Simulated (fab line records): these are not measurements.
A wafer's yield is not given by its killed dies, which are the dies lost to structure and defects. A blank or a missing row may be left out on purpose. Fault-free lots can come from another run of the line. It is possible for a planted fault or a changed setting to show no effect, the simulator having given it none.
Problem report, 8D (eight disciplines) form, completed by code / flow gf180mcu / the parts of the form that need people (team, actions taken, sign-off) are left out

## 1. PROBLEM STATEMENT
At GF_POLY_GATE_CD_MEAS_10, cd-nm averages 294.5 nm over 6 wafers from 2 lots, while fault-free wafers read 280.1 nm, standard deviation 1.2. Relative to the usual mean, that is a shift of +12 standard deviations.
The step: target cd 280 nm.
The first sign was on wafer L756.2 at day 15 06:49, on cd-sem-01. The record has a number at this step for 42 wafers belonging to 14 lots. The rule behind "out" and "out of limits": a value lying over 4 standard deviations away from the usual mean. All remaining wafers that have a number are taken as sound.

## 2. WHAT IT IS, WHAT IT ISN'T
question=which readings at this step; is=cd-nm; is not=-
question=which lots; is=L756, L758; is not=L738, L740, L741, L742, L743, L744, L746, L747, L748, L749, L751, L753
question=which wafers of those lots; is=all that have a number; is not=-
question=read on which gauges; is=cd-sem-01; is not=cd-sem-02
question=when; is=from day 15 06:49; is not=up to then (36 sound wafers)

## 3. WHAT RULES OUT EACH SUSPECT
Counting: any tool at a process step up to the reading is kept as a suspect provided that every lot that is out went through it and no sound lot did after the first of them.
- the gauge at GF_POLY_GATE_CD_MEAS_10 is ruled out. All the wafers that are out were read on cd-sem-01, but those of them that GF_POLY_GATE_SOFTBAKE_06 has rows for are out there too, on other tools.
- litho-track-01 at GF_POLY_GATE_SOFTBAKE_06 (time 60 s): kept. Every lot that is out went through it, starting with L756 (day 14 19:00), and after that it ran no sound lot; the last sound lot it ran before then is L746 (day 11 22:00). Its own heater-power-total-W, plate-temp-C readings are out on those wafers.
After counting, what remains is litho-track-01 at GF_POLY_GATE_SOFTBAKE_06.

## 4. THE CAUSE (what the simulator had put in)
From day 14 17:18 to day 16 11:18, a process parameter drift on litho-track-01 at GF_POLY_GATE_SOFTBAKE_06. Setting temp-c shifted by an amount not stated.
The count eliminated every tool but this one.

## 5. THE CHAIN OF EFFECTS, in route order
Each row: a reading where the mean over the struck wafers with a number is more than 3 standard deviations away from the usual. Only readings whose record carries a usual standard deviation are examined. hours: median over the lots of the time between each lot's start at the first step of this table that gives one and its start at this step. sigmas: the change, counted in usual standard deviations.
hours=0; step=GF_POLY_GATE_SOFTBAKE_06; reading=heater-power-total-W; usual=93.05 W; on struck wafers=86.48; change=-6.57; sigmas=-99 or more
hours=0; step=GF_POLY_GATE_SOFTBAKE_06; reading=plate-temp-C; usual=129.99 C; on struck wafers=123.01; change=-6.98; sigmas=-54
hours=12; step=GF_POLY_GATE_CD_MEAS_10; reading=cd-nm; usual=280.1 nm; on struck wafers=294.5; change=+14.4; sigmas=+12
It contains these process steps:
- GF_POLY_GATE_SOFTBAKE_06: time 60 s.
Later measuring or inspecting steps at which every struck wafer that the step has a row for has a number for every such reading, and none has moved that far: GF_HV_LDD_CD_MEAS_07.

## 6. HOW IT WOULD HAVE BEEN CAUGHT EARLIER
In this record the first reading out of limits at a measuring or inspecting step was taken at day 15 06:49, 14 hours after the fault began at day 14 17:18.
The tool's own readings at GF_POLY_GATE_SOFTBAKE_06 were out on every struck wafer that the step has a row for (heater-power-total-W, plate-temp-C): an alarm limit on them would have fired on the first of those.
Of the lots that are out (2), L758 began GF_POLY_GATE_SOFTBAKE_06 on litho-track-01 after day 15 06:49. It would have been spared by a hold on the tool at that moment.
